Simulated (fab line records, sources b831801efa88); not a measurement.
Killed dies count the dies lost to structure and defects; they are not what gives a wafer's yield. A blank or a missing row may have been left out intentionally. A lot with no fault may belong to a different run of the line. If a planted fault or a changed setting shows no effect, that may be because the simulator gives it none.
Matching of chambers | flow gf180mcu | GF_SAB_ETCH_11 on rie-diel-02 has 4 sister chambers
The step etches SiO2 in C4F8/O2/Ar, target depth 55 nm, time 8.5 s. 8 wafers are shown with their chamber, then 7 later ones without.

== EACH WAFER AND ITS CHAMBER ==
wafer  | chamber | oes-product-au (a.u.) | rf-fwd-power-W (W)
L692.6 | 2       | 1.018                 | 1460
L693.1 | 1       | 0.992                 | 1480
L693.5 | 3       | 1.001                 | 1468
L694.1 | 2       | 1.011                 | 1467
L694.4 | 1       | 0.990                 | 1476
L694.5 | 0       | 0.970                 | 1477
L697.2 | 0       | 0.992                 | 1483
L697.3 | 3       | 1.008                 | 1459

== WAFERS WITHOUT THEIR CHAMBER ==
wafer  | oes-product-au (a.u.) | rf-fwd-power-W (W)
L697.6 | 1.018                 | 1466
L698.1 | 0.996                 | 1476
L698.2 | 0.987                 | 1484
L698.5 | 0.989                 | 1475
L699.1 | 0.990                 | 1476
L699.5 | 0.988                 | 1487
L699.6 | 0.990                 | 1472

== THE CHAMBER EACH PASSED THROUGH ==
wafer  | from the rows above          | in truth
L697.6 | can't be placed: 2 or 3      | 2
L698.1 | can't be placed: 1 or 0      | 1
L698.2 | can't be placed: 0 or 1      | 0
L698.5 | can't be placed: 1 or 0      | 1
L699.1 | can't be placed: 1 or 0      | 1
L699.5 | can't be placed: 0 or 1      | 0
L699.6 | can't be placed: 1 or 0 or 3 | 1
Placed correctly: 0 of 7. These rows do not allow placing 7 (true chamber among the candidates in 7). Wrongly placed: 0.
How it was worked out, from the rows above alone: a wafer's distance from a chamber is the root of the sum, over the readings, of the square of ((its reading less the chamber's mean) divided by the reading's scatter). If the next closest chamber is less than 2 further off than the closest, the wafer can't be placed; otherwise it belongs to the closest. Each chamber's mean is taken over the wafers shown for it. How the scatter is found: for the shown wafers, subtract from each reading the mean of its chamber, square and add these, divide the total by (wafers less chambers), then take the root.
